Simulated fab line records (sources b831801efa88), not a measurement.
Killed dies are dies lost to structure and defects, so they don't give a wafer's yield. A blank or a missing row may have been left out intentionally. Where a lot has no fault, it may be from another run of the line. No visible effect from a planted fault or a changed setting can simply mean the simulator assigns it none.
fab line records | flow sky130
[record] lots = 13 wafers = 39 last_day = 48
route steps=708 shown SONOS_ONO@172 PAD_OPEN@708
lots untouched by any fault: they come from a run of this same line in which no faults occurred
start_h: the number of hours between the record's first day and the start of the first shown wafer of the lot | wait_h: hours from the lot's prior step to this one | " identical to the entry in the row above | L1.1+2: several wafers, shown together as one row | - value missing, or start not given | * or withheld: withheld | < > ~ a bound
route shown NAME@n: NAME is a module with steps in the file, n the number in the route of the first one | usual: mean and standard deviation over wafers with no fault | same: alike in all rows | chamber/n: place in a boat | sites: readings site by site | _std_site: standard deviation across them | _edge_site: outer sites' mean less inner sites' | radius_mm: for every site, how far away it sits from the centre of the wafer | mask NAME#n: copy n | behind: the most recent tool/chamber to have shaped the wafer | hold: why the lot was held/for how many hours/how that ended | device: the transistor (n, p or np) that didn't switch | end of line: the route-end tests of the same wafers | step lacking rows: just its recipe | killed: not the wafer's yield, but the dies lost to structure and defects at the first sort | map: shows each die of a wafer: x if killed, . if not, _ if none is there
set.NAME: the setting the step ran with; set.NAME@STEP: the setting that earlier step ran with | model.NAME: the simulator's own value behind a step, which no gauge read
the route's steps for a sample of lots (tables are steps, rows are wafers)
[[steps]]
[step SKY_SONOS_ONO_CVD_04]
[recipe] material = SiO2 precursor = SiH4/N2O target_thk_nm = 5.7199 temp_c = 900 pressure_mtorr = 400
[usual] spike_tc_centre_C = 899.1/0.98 zone_power_centre_pct = 20.2/0.34 zone_power_top_pct = 33.9/2.7 zone_power_upper_pct = 17.38/0.18
// columns lot.wafer tool chamber start_h wait_h spike_tc_centre_C zone_power_centre_pct zone_power_top_pct zone_power_upper_pct
L822.1 lpcvd-03 1 247.31 0.1 900.2 20.0 31.3 17.76
L822.2 " 1 " " 899.0 20.0 31.8 17.64
L822.6 " 1 " " 900.2 19.6 30.8 17.24
L823.2 lpcvd-03 0 256.15 0.0 898.8 20.6 36.5 17.43
L823.3 " 0 " " 901.0 20.5 36.2 17.58
L823.6 " 0 " " 898.8 20.5 37.7 17.43
L826.1 lpcvd-03 0 279.51 0.1 898.1 20.4 37.0 17.05
L826.5 " 0 " " 898.8 20.0 37.2 17.37
L826.6 " 0 " " 897.4 20.3 36.6 17.47
L827.2 lpcvd-03 0 288.59 0.0 898.5 20.5 37.2 17.32
L827.4 " 0 " " 898.7 20.5 36.1 17.38
L827.6 " 0 " " 897.5 20.4 36.6 17.55
L828.1 lpcvd-03 1 297.68 0.1 898.2 19.7 31.4 17.20
L828.2 " 1 " " 900.4 20.2 31.1 17.70
L828.4 " 1 " " 900.3 19.8 31.4 17.41
L829.4 lpcvd-03 1 303.14 0.0 901.4 20.1 31.2 17.41
L829.5 " 1 " " 900.9 19.8 31.8 17.44
L829.6 " 1 " " 898.3 20.1 31.1 17.29
L830.1 lpcvd-03 1 312.01 0.1 899.7 19.9 31.9 17.38
L830.2 " 1 " " 897.2 20.2 30.9 17.27
L830.3 " 1 " " 900.5 20.0 31.2 17.58
L831.1 lpcvd-03 1 322.72 0.1 900.3 20.1 31.9 17.32
L831.2 " 1 " " 898.6 19.6 31.7 17.71
L831.3 " 1 " " 899.3 20.1 31.4 17.05
L832.1 lpcvd-03 0 326.92 0.1 898.5 20.4 37.6 17.17
L832.2 " 0 " " 900.8 20.5 36.4 17.47
L832.5 " 0 " " 898.3 20.6 37.3 17.08
L833.1 lpcvd-03 1 342.58 0.1 899.2 20.0 31.2 17.49
L833.2 " 1 " " 897.8 19.9 31.4 17.78
L833.4 " 1 " " 899.7 20.1 31.6 17.54
L834.1 lpcvd-03 0 347.98 0.1 899.7 20.4 37.5 17.81
L834.3 " 0 " " 896.4 20.5 37.4 17.12
L834.4 " 0 " " 898.2 20.7 36.4 17.59
L835.2 lpcvd-03 1 355.62 0.0 899.7 20.2 32.0 17.67
L835.3 " 1 " " 900.0 19.7 32.0 17.57
L835.6 " 1 " " 898.5 20.2 31.6 17.38
L838.2 lpcvd-03 1 380.72 0.0 917.5 27.1 32.1 13.89
L838.3 " 1 " " 915.9 27.8 32.1 13.99
L838.5 " 1 " " 916.8 26.9 31.4 14.13
[step SKY_PAD_OPEN_PROBE_99]
[usual] killed_at_M0_to_M3 = 44/7.1 killed_at_M4_up = 3.1/1.8 killed_at_contacts = 24/5.3 killed_at_front_end = 15/4.5 killed_at_other = 0.2/0.42 killed_dies = 86/9.6 killed_open = 46/6.9 killed_short = 40/6.4
[same] gross_dies = 492 killed_at_back_side = 0
// columns lot.wafer tool chamber start_h wait_h killed_at_M0_to_M3 killed_at_M4_up killed_at_contacts killed_at_front_end killed_at_other killed_dies killed_open killed_short
L822.1 prober-01 - 1067.12 0.1 45 1 27 15 0 88 44 44
L822.2 prober-01 - 1067.17 0.1 37 3 17 14 0 71 30 41
L822.6 prober-01 - 1067.37 0.2 37 2 23 16 1 79 54 25
L823.2 prober-02 - 1072.47 0.1 37 1 23 22 0 83 40 43
L823.3 prober-02 - 1072.52 0.2 52 2 19 13 0 86 53 33
L823.6 prober-02 - 1072.67 0.2 44 3 29 14 0 90 52 38
L826.1 prober-01 - 1089.62 0.1 40 6 17 13 0 76 44 32
L826.5 prober-01 - 1089.82 0.2 34 2 22 17 1 76 41 35
L826.6 prober-01 - 1089.87 0.2 43 4 29 15 0 91 45 46
L827.2 prober-02 - 1097.88 0.1 39 4 23 11 0 77 40 37
L827.4 prober-02 - 1097.98 0.2 40 3 32 13 0 88 46 42
L827.6 prober-02 - 1098.08 0.2 42 4 24 10 0 80 40 40
L828.1 prober-01 - 1130.51 0.1 34 8 31 13 0 86 45 41
L828.2 prober-01 - 1130.56 0.1 59 6 18 14 0 97 51 46
L828.4 prober-01 - 1130.66 0.2 37 6 29 18 1 91 43 48
L829.4 prober-02 - 1133.93 0.2 38 6 29 19 0 92 57 35
L829.5 prober-02 - 1133.98 0.2 42 2 20 24 1 89 42 47
L829.6 prober-02 - 1134.03 0.2 34 0 23 20 0 77 44 33
L832.1 prober-01 - 1134.41 0.1 40 3 23 14 0 80 50 30
L832.2 prober-01 - 1134.46 0.1 38 4 15 12 0 69 36 33
L832.5 prober-01 - 1134.61 0.2 39 4 25 19 0 87 43 44
L830.1 prober-02 - 1136.20 0.1 42 3 21 16 0 82 41 41
L830.2 prober-02 - 1136.25 0.1 35 3 17 22 1 78 45 33
L830.3 prober-02 - 1136.30 0.2 34 7 30 9 0 80 44 36
L831.1 prober-01 - 1137.15 0.1 49 2 26 19 0 96 53 43
L831.2 prober-01 - 1137.20 0.1 55 3 28 22 1 109 56 53
L831.3 prober-01 - 1137.25 0.2 49 4 17 16 0 86 51 35
L833.1 prober-02 - 1142.24 0.1 40 6 30 15 0 91 46 45
L833.2 prober-02 - 1142.29 0.1 53 5 20 11 0 89 50 39
L833.4 prober-02 - 1142.39 0.2 40 4 28 13 0 85 47 38
L834.1 prober-01 - 1142.32 0.1 50 0 26 14 0 90 51 39
L834.3 prober-01 - 1142.42 0.2 46 1 21 11 1 80 47 33
L834.4 prober-01 - 1142.47 0.2 43 6 22 14 0 85 43 42
L835.2 prober-01 - 1148.88 0.1 51 1 25 17 0 94 57 37
L835.3 prober-01 - 1148.93 0.2 35 2 18 14 0 69 33 36
L835.6 prober-01 - 1149.08 0.2 27 4 15 21 0 67 42 25
L838.2 prober-01 - 1161.52 0.1 48 5 21 22 1 97 48 49
L838.3 prober-01 - 1161.57 0.2 49 6 20 19 0 94 52 42
L838.5 prober-01 - 1161.67 0.2 46 5 26 18 0 95 42 53
// killed by level:class
L822.1 CONTACT:geometric_particle:open=12 VIA1:geometric_particle:short=9 METAL1:geometric_particle:short=7 LI_CONTACT:geometric_particle:open=6 CONTACT:geometric_particle:short=6 VIA1:geometric_particle:open=6 METAL2:geometric_particle:short=6 FIELD_ISO:geometric_particle:open=5
L822.2 CONTACT:geometric_particle:open=7 VIA2:geometric_particle:short=7 VIA1:geometric_particle:open=6 CONTACT:geometric_particle:short=5 METAL3:geometric_particle:short=5 FIELD_ISO:geometric_particle:open=4 METAL2:geometric_particle:short=4 VIA3:geometric_particle:open=4
L822.6 LI_CONTACT:geometric_particle:open=10 FIELD_ISO:geometric_particle:open=8 CONTACT:geometric_particle:open=7 VIA1:geometric_particle:open=7 VIA2:geometric_particle:open=7 METAL2:geometric_particle:short=5 VIA3:geometric_particle:open=5 POLY_GATE:geometric_particle:open=4
L823.2 VIA1:geometric_particle:open=10 LI_CONTACT:geometric_particle:open=8 VIA2:geometric_particle:open=7 POLY_GATE:geometric_particle:short=6 LOCAL_INTERCONNECT:geometric_particle:short=6 FIELD_ISO:geometric_particle:short=5 FIELD_ISO:geometric_particle:open=4 CONTACT:geometric_particle:short=4
L823.3 VIA1:geometric_particle:open=15 VIA3:geometric_particle:open=10 FIELD_ISO:geometric_particle:short=7 LI_CONTACT:geometric_particle:open=7 CONTACT:geometric_particle:open=7 VIA2:geometric_particle:open=7 METAL1:geometric_particle:short=6 VIA1:geometric_particle:short=4
L823.6 VIA1:geometric_particle:open=11 LI_CONTACT:geometric_particle:open=10 CONTACT:geometric_particle:open=7 METAL1:geometric_particle:short=6 VIA3:geometric_particle:open=6 CONTACT:geometric_particle:short=5 VIA1:geometric_particle:short=5 VIA2:geometric_particle:open=5
L826.1 VIA1:geometric_particle:open=8 LI_CONTACT:geometric_particle:open=7 FIELD_ISO:geometric_particle:open=6 POLY_GATE:geometric_particle:short=6 VIA2:geometric_particle:open=6 METAL3:geometric_particle:short=5 CONTACT:geometric_particle:open=5 METAL2:geometric_particle:short=4
L826.5 CONTACT:geometric_particle:open=10 POLY_GATE:geometric_particle:short=7 VIA1:geometric_particle:open=7 VIA3:geometric_particle:open=7 METAL2:geometric_particle:short=6 CONTACT:geometric_particle:short=5 VIA2:geometric_particle:open=4 FIELD_ISO:geometric_particle:short=3
L826.6 CONTACT:geometric_particle:open=10 VIA1:geometric_particle:open=10 VIA1:geometric_particle:short=8 VIA2:geometric_particle:short=7 POLY_GATE:geometric_particle:short=6 LI_CONTACT:geometric_particle:open=6 CONTACT:geometric_particle:short=6 LI_CONTACT:geometric_particle:short=4
L827.2 CONTACT:geometric_particle:open=8 VIA3:geometric_particle:open=7 METAL1:geometric_particle:short=5 VIA1:geometric_particle:open=5 VIA2:geometric_particle:short=5 SPACER:geometric_particle:open=4 LI_CONTACT:geometric_particle:open=4 LI_CONTACT:geometric_particle:short=4
L827.4 CONTACT:geometric_particle:open=10 CONTACT:geometric_particle:short=9 VIA3:geometric_particle:open=9 VIA1:geometric_particle:open=9 LI_CONTACT:geometric_particle:open=7 METAL2:geometric_particle:short=4 VIA2:geometric_particle:short=4 VIA2:geometric_particle:open=4
L827.6 VIA1:geometric_particle:open=10 LI_CONTACT:geometric_particle:open=7 VIA3:geometric_particle:open=5 CONTACT:geometric_particle:short=5 LOCAL_INTERCONNECT:geometric_particle:short=5 CONTACT:geometric_particle:open=5 VIA1:geometric_particle:short=5 VIA2:geometric_particle:short=4
L828.1 CONTACT:geometric_particle:open=11 LI_CONTACT:geometric_particle:open=7 METAL4:geometric_particle:short=7 LOCAL_INTERCONNECT:geometric_particle:short=6 VIA1:geometric_particle:open=6 METAL1:geometric_particle:short=5 VIA3:geometric_particle:open=5 POLY_GATE:geometric_particle:open=4
L828.2 VIA1:geometric_particle:open=12 CONTACT:geometric_particle:open=11 METAL2:geometric_particle:short=9 VIA3:geometric_particle:open=9 VIA2:geometric_particle:open=8 FIELD_ISO:geometric_particle:short=6 VIA1:geometric_particle:short=6 METAL1:geometric_particle:short=5
L828.4 CONTACT:geometric_particle:open=12 VIA1:geometric_particle:open=10 VIA1:geometric_particle:short=8 POLY_GATE:geometric_particle:short=7 LI_CONTACT:geometric_particle:open=5 METAL2:geometric_particle:short=5 FIELD_ISO:geometric_particle:short=4 LI_CONTACT:geometric_particle:short=4
L829.4 CONTACT:geometric_particle:open=12 LI_CONTACT:geometric_particle:open=11 POLY_GATE:geometric_particle:short=9 VIA3:geometric_particle:open=8 VIA1:geometric_particle:open=7 FIELD_ISO:geometric_particle:open=6 METAL1:geometric_particle:short=5 VIA2:geometric_particle:open=5
L829.5 VIA1:geometric_particle:open=8 LI_CONTACT:geometric_particle:open=7 POLY_GATE:geometric_particle:short=6 POLY_GATE:geometric_particle:open=6 VIA1:geometric_particle:short=6 CONTACT:geometric_particle:short=5 VIA3:geometric_particle:open=5 VIA2:geometric_particle:open=5
L829.6 LI_CONTACT:geometric_particle:open=7 FIELD_ISO:geometric_particle:open=6 VIA3:geometric_particle:open=6 CONTACT:geometric_particle:open=6 VIA1:geometric_particle:open=6 CONTACT:geometric_particle:short=5 POLY_GATE:geometric_particle:short=4 POLY_GATE:geometric_particle:open=4
L832.1 VIA1:geometric_particle:open=11 LI_CONTACT:geometric_particle:open=8 VIA3:geometric_particle:open=8 CONTACT:geometric_particle:open=7 VIA3:geometric_particle:short=6 FIELD_ISO:geometric_particle:open=5 CONTACT:geometric_particle:short=4 SPACER:geometric_particle:open=3
L832.2 VIA1:geometric_particle:open=11 METAL2:geometric_particle:short=8 VIA1:geometric_particle:short=6 CONTACT:geometric_particle:open=5 POLY_GATE:geometric_particle:short=4 LI_CONTACT:geometric_particle:open=4 LOCAL_INTERCONNECT:geometric_particle:short=4 VIA3:geometric_particle:open=4
L832.5 FIELD_ISO:geometric_particle:short=8 VIA1:geometric_particle:open=8 VIA2:geometric_particle:open=8 METAL2:geometric_particle:short=7 FIELD_ISO:geometric_particle:open=6 LOCAL_INTERCONNECT:geometric_particle:short=6 CONTACT:geometric_particle:open=6 CONTACT:geometric_particle:short=5
L830.1 CONTACT:geometric_particle:open=9 VIA1:geometric_particle:open=8 FIELD_ISO:geometric_particle:short=7 LI_CONTACT:geometric_particle:open=6 VIA3:geometric_particle:open=6 METAL2:geometric_particle:short=5 METAL1:geometric_particle:short=5 POLY_GATE:geometric_particle:short=4
L830.2 CONTACT:geometric_particle:open=8 FIELD_ISO:geometric_particle:open=7 POLY_GATE:geometric_particle:open=7 FIELD_ISO:geometric_particle:short=6 VIA1:geometric_particle:open=6 VIA2:geometric_particle:open=5 VIA1:geometric_particle:short=5 METAL2:geometric_particle:short=4
L830.3 CONTACT:geometric_particle:open=10 LI_CONTACT:geometric_particle:open=8 LOCAL_INTERCONNECT:geometric_particle:short=6 VIA1:geometric_particle:open=6 VIA2:geometric_particle:open=6 METAL1:geometric_particle:short=5 VIA3:geometric_particle:open=5 METAL4:geometric_particle:short=5
L831.1 METAL1:geometric_particle:short=11 LI_CONTACT:geometric_particle:open=10 VIA1:geometric_particle:open=9 VIA3:geometric_particle:open=8 CONTACT:geometric_particle:open=5 VIA2:geometric_particle:open=5 FIELD_ISO:geometric_particle:open=4 POLY_GATE:geometric_particle:short=4
L831.2 VIA1:geometric_particle:open=15 CONTACT:geometric_particle:open=10 POLY_GATE:geometric_particle:short=8 METAL2:geometric_particle:short=7 VIA3:geometric_particle:open=7 METAL1:geometric_particle:short=7 LOCAL_INTERCONNECT:geometric_particle:short=6 VIA2:geometric_particle:open=6
L831.3 VIA3:geometric_particle:open=13 VIA2:geometric_particle:open=10 VIA1:geometric_particle:open=9 LI_CONTACT:geometric_particle:open=7 FIELD_ISO:geometric_particle:short=6 CONTACT:geometric_particle:open=5 METAL2:geometric_particle:short=4 POLY_GATE:geometric_particle:open=3
L833.1 LOCAL_INTERCONNECT:geometric_particle:short=9 CONTACT:geometric_particle:open=9 VIA1:geometric_particle:open=9 VIA2:geometric_particle:open=8 FIELD_ISO:geometric_particle:short=7 VIA3:geometric_particle:open=6 LI_CONTACT:geometric_particle:open=5 CONTACT:geometric_particle:short=5
L833.2 VIA1:geometric_particle:open=15 VIA3:geometric_particle:open=10 VIA1:geometric_particle:short=7 CONTACT:geometric_particle:short=6 METAL2:geometric_particle:short=6 CONTACT:geometric_particle:open=5 VIA2:geometric_particle:open=4 POLY_GATE:geometric_particle:open=3
L834.1 VIA3:geometric_particle:open=9 LI_CONTACT:geometric_particle:open=9 VIA1:geometric_particle:open=8 CONTACT:geometric_particle:open=7 VIA1:geometric_particle:short=6 VIA2:geometric_particle:open=6 METAL2:geometric_particle:short=5 LOCAL_INTERCONNECT:geometric_particle:short=5
L833.4 LI_CONTACT:geometric_particle:open=9 METAL1:geometric_particle:short=7 VIA2:geometric_particle:open=7 VIA1:geometric_particle:open=7 METAL2:geometric_particle:short=6 VIA3:geometric_particle:open=6 CONTACT:geometric_particle:short=6 CONTACT:geometric_particle:open=6
L834.3 VIA1:geometric_particle:open=10 CONTACT:geometric_particle:open=7 VIA1:geometric_particle:short=7 LI_CONTACT:geometric_particle:open=6 METAL1:geometric_particle:open=5 VIA2:geometric_particle:open=5 VIA3:geometric_particle:open=5 LI_CONTACT:geometric_particle:short=4
L834.4 VIA1:geometric_particle:open=9 METAL1:geometric_particle:short=8 LI_CONTACT:geometric_particle:open=8 CONTACT:geometric_particle:open=5 VIA2:geometric_particle:short=5 VIA2:geometric_particle:open=5 METAL4:geometric_particle:short=5 LI_CONTACT:geometric_particle:short=4
L835.2 VIA1:geometric_particle:open=15 CONTACT:geometric_particle:open=10 LI_CONTACT:geometric_particle:open=9 VIA2:geometric_particle:open=9 VIA1:geometric_particle:short=8 METAL2:geometric_particle:short=7 POLY_GATE:geometric_particle:short=6 FIELD_ISO:geometric_particle:open=5
L835.3 LI_CONTACT:geometric_particle:open=8 VIA1:geometric_particle:short=7 FIELD_ISO:geometric_particle:short=5 VIA1:geometric_particle:open=5 VIA2:geometric_particle:open=5 VIA2:geometric_particle:short=5 FIELD_ISO:geometric_particle:open=4 METAL2:geometric_particle:short=4
L835.6 VIA1:geometric_particle:open=8 LI_CONTACT:geometric_particle:open=6 FIELD_ISO:geometric_particle:open=5 POLY_GATE:geometric_particle:open=5 POLY_GATE:geometric_particle:short=5 CONTACT:geometric_particle:open=5 METAL2:geometric_particle:short=4 VIA2:geometric_particle:open=4
L838.2 VIA3:geometric_particle:open=10 FIELD_ISO:geometric_particle:open=8 VIA1:geometric_particle:open=7 CONTACT:geometric_particle:open=6 VIA2:geometric_particle:open=6 FIELD_ISO:geometric_particle:short=5 LI_CONTACT:geometric_particle:open=5 LOCAL_INTERCONNECT:geometric_particle:short=5
L838.3 LI_CONTACT:geometric_particle:open=9 VIA1:geometric_particle:short=9 VIA2:geometric_particle:open=9 VIA3:geometric_particle:open=9 CONTACT:geometric_particle:open=7 METAL1:geometric_particle:short=6 VIA1:geometric_particle:open=6 POLY_GATE:geometric_particle:short=5
L838.5 VIA1:geometric_particle:short=11 CONTACT:geometric_particle:open=10 VIA1:geometric_particle:open=6 CONTACT:geometric_particle:short=6 FIELD_ISO:geometric_particle:open=5 FIELD_ISO:geometric_particle:short=5 LI_CONTACT:geometric_particle:open=5 METAL2:geometric_particle:short=5
[[key]]
[first_sign] step = SKY_SONOS_ONO_CVD_04 reading = zone_power_centre_pct direction = up sigmas = 21 usual = 20.2 struck = 27.3
[effect] step = SKY_SONOS_ONO_CVD_04 reading = zone_power_upper_pct direction = down sigmas = 19 usual = 17.38 struck = 14.00
met_at SKY_SONOS_ONO_CVD_04
struck_lots L838
struck_wafers L838.2,L838.3,L838.5
tester_left_out L838
onset_between 355.62 380.72
[fault] kind = process_parameter_drift tool = lpcvd-03 chamber = 1 onset_h = 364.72 steps = SKY_SONOS_ONO_CVD_04 channel = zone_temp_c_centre offset = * shape = step end_h = 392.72
// tester_left_out: of these lots the tester's yield and bins aren't shown, on N5 and GAA mostly nor the transistor test; their killed dies are dies lost to structure and defects alone, not to doping, threshold or leakage, so they don't give the yield
